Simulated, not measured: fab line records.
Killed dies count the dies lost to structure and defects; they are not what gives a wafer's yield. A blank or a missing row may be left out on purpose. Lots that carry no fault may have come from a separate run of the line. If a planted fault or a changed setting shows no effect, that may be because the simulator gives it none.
A struck lot beside a sound one -- flow sky130 -- 17 steps out of a route of 708
Sound: these wafers, L178.3, L178.4, L178.5. Struck: wafers L179.2, L179.3, L179.5. The cause is given at the end.
Each step with rows lists, per side, the tool, then ch with its chambers, then its first start. Under that, the readings that differ: sound wafers -- struck wafers -- difference of the means -- sigmas: that difference in standard deviations of wafers without a fault.
alike: same words and numbers on both sides, and readings whose means sit less than 2 such deviations apart. not compared: any withheld reading, any reading some wafer has no value for, any bound like >300 that may hide the same value, and any number with overlapping values for which the record gives no deviation.
A row with sigmas, a row that says differs or no value, or rows on one side alone: a step with any of these is where the two part. Numbers that don't overlap but have no deviation are shown without sigmas and don't part them. A reading missing from all wafers of one side parts the sides only when that side holds two or more wafers.

first, 3 steps without rows for these wafers: SKY_LDD_P_EXPOSE_04 (exposes mask PSDM, target cd 380 nm); SKY_LDD_P_PEB_05; SKY_LDD_P_DEVELOP_06 (develop time 60 s).
SKY_LDD_P_CD_MEAS_07: the cd target is 380 nm.
  struck on cdSem-01, day 20 13:35; sound on cdSem-01, day 19 17:10
  alike: cdNm
SKY_LDD_P_OVL_MEAS_08:
  struck on overlay-01, day 20 13:41; sound on overlay-01, day 19 17:16
  alike: LDD_P_OVL
following that, these wafers have no rows for 1 step: SKY_LDD_P_IMPLANT_09.
SKY_LDD_P_STRIP_10: strips in O2/N2.
  sound on plasmaAsher-04 ch 0,1, day 19 17:28; struck on plasmaAsher-03 ch 0,1, day 20 13:52
  alike: drypumpMotorCurrentA, oesProductAu, stripTimeToEndpointS
  not compared: rfHoursCounterH
SKY_LDD_P_TW_MEAS_11:
  struck on filmMetro-02, day 20 13:58; sound on filmMetro-04, day 19 17:34
  alike: LDD_P_TW
then, 4 steps without rows for these wafers: SKY_LDD_HVN_DEHYDRATE_00 (time 60 s); SKY_LDD_HVN_HMDS_01 (prime time 60 s); SKY_LDD_HVN_COAT_02 (resist thk 300 nm); SKY_LDD_HVN_SOFTBAKE_03 (time 60 s).
SKY_LDD_HVN_EXPOSE_04: exposes mask HVNTM, target cd 700 nm.
  sound on ilineStepper-01 ch 0, day 20 10:20; struck on ilineStepper-01 ch 0, day 21 05:36
reading,sound,struck,difference,sigmas
model.LDD_HVN.overlayXNm (nm),-0.3604 -0.3604 -0.3604,-74.61 -74.61 -74.61,-74.25,
  alike: mask, stageVelMmS
then, 2 steps without rows for these wafers: SKY_LDD_HVN_PEB_05; SKY_LDD_HVN_DEVELOP_06 (develop time 60 s).
SKY_LDD_HVN_OVL_MEAS_07:
  struck on overlay-01, day 21 21:22; sound on overlay-02, day 21 01:35
reading,sound,struck,difference,sigmas
LDD_HVN_OVL (nm),-0.5 -0.4 -0.7,-76.0 -75.3 -74.9,-74.9,-58
  not compared: hold
SKY_PAD_OPEN_PROBE_99:
  the record holds rows for the sound wafers here (prober-02, day 46 17:10) but none for the struck ones

## WHERE THEY PART
Earliest at SKY_LDD_HVN_OVL_MEAS_07; latest, in this record, at SKY_PAD_OPEN_PROBE_99.

WHY: the cause the simulator had injected
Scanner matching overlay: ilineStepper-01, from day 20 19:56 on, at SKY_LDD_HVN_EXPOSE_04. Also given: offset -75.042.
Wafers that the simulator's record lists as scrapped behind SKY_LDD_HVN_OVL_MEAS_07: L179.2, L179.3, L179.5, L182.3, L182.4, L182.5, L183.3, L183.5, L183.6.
